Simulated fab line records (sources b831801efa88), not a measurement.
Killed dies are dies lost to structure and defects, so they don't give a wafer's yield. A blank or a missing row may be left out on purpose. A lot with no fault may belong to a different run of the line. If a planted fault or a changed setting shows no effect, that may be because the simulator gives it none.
Problem report in the 8D (eight disciplines) form, filled by code ; flow gf180mcu ; the parts of the form that need people (team, actions taken, sign-off) are left out

== 1. PROBLEM STATEMENT ==
Wafers without a fault read 160.00, standard deviation 0.051; beam energy keV at GF_NWELL_IMPLANT_09 reads a mean of 164.49 on 6 wafers belonging to 2 lots. That is +88 standard deviations from the usual mean.
Seen first at day 4 15:55 on implanter-02, wafer L115.1. Wafers with a number at this step in the record: 18, from 6 lots. Rule for "out" (also "out of limits"): further than 4 standard deviations from the usual mean. The other wafers with a number count as sound.

== 2. WHAT IT IS AND WHAT IT IS NOT ==
question;is;is not
which readings at this step;beam energy keV;-
which lots;L115, L116;L110, L121, L123, L124
which wafers of those lots;all that have a number;-
read on which tools;implanter-02;implanter-01, implanter-04
when;from day 4 15:55;"up to then (3 sound wafers); but 9 sound wafers of L121, L123, L124 came after"

== 3. WHAT RULES OUT EACH SUSPECT ==
Counting: a tool stays on the suspect list if, at a process step up to the reading, it processed all lots that are out and no sound lot following the first of them.
- implanter-02 at GF_NWELL_IMPLANT_09: kept. It ran every lot that is out, first L115 (day 4 15:55), and no sound lot after that; its last sound lot up to then is L110 (day 3 13:03). Out on those wafers are its own readings of beam energy keV.
The count leaves implanter-02 at GF_NWELL_IMPLANT_09.

== 4. THE CAUSE (what the simulator had put in) ==
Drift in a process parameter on implanter-02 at GF_NWELL_IMPLANT_09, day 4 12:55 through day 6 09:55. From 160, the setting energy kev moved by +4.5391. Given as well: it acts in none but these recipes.
Only this tool survived the counting.

== 5. THE EFFECT CHAIN, in route order ==
One row per reading whose mean, taken over the struck wafers that have a number, lies over 3 standard deviations from the usual. Readings are gone through only where the record gives a usual standard deviation; hours: the median, over the lots, of the time from a lot's start at the first step in this table giving one to that lot's start at this step; sigmas: the change measured in usual standard deviations.
hours;step;reading;usual;on struck wafers;change;sigmas
0;GF_NWELL_IMPLANT_09;beam energy keV;160.00;164.49;+4.49;+88
Process steps it contains:
- GF_NWELL_IMPLANT_09

== 6. HOW IT WOULD HAVE BEEN CAUGHT EARLIER ==
In this record the first reading out of limits was taken at day 4 15:55, 3 hours after the fault began at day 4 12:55.
